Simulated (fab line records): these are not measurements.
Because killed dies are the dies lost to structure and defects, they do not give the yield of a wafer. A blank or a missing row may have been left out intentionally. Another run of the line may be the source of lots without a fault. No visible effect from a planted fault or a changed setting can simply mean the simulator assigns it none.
Which tool was responsible? -- flow gf180mcu -- 18 wafers from 6 lots sampled at 2 of the route's 602 steps

## WHAT EACH GAUGE READ, for each wafer
GF_VT_IMPLANT_OVL_MEAS_40.
lot,measured,on,VT_IMPLANT_03_OVL (nm)
L986,day 7 18:03,overlay-01,-1.5 -0.4 -0.6
L989,day 8 12:28,overlay-01,3.0 1.2 0.3
L991,day 9 02:13,overlay-02,0.5 -0.2 -0.5
L999,day 11 12:29,overlay-01,0.5 1.2 0.4
L100,day 12 02:03,overlay-02,1.2 0.9 2.1
L105,day 13 02:18,overlay-02,1.9 1.1 2.2

## EACH LOT AND THE TOOL THAT RAN IT (in order: tool; ch and the chambers of the sampled wafers; start)
lot,GF_VT_IMPLANT_EXPOSE_37
L986,"ilineStepper-02 ch 0, day 7 10:37"
L989,"ilineStepper-01 ch 0, day 8 04:49"
L991,"ilineStepper-02 ch 0, day 8 17:51"
L999,"ilineStepper-02 ch 0, day 11 04:02"
L100,"ilineStepper-01 ch 0, day 11 16:25"
L105,"ilineStepper-02 ch 0, day 12 16:55"
- GF_VT_IMPLANT_EXPOSE_37: exposes mask Nwell HV AREA, target cd 860 nm.

## THE ANSWER, worked out from the rows above alone
Rule: the lots themselves supply what counts as usual. The widest of any qualifying gaps counts: lots, ordered by their means at a reading, are off when they make up no more than a third of the lots, leave a main group of 4 or more, and stand apart from it by 3 or more times the standard deviation of that group's means. The tables above print the reading to a certain number of digits; a main group whose means all agree to those digits is not used. Also off: a lot with no number at a reading for which 4 or more lots have one. Any other lot the step has rows for is counted as sound.
Nothing can be told from this: no lot is off at any reading shown.

## WHAT THE SIMULATOR HAD PUT IN
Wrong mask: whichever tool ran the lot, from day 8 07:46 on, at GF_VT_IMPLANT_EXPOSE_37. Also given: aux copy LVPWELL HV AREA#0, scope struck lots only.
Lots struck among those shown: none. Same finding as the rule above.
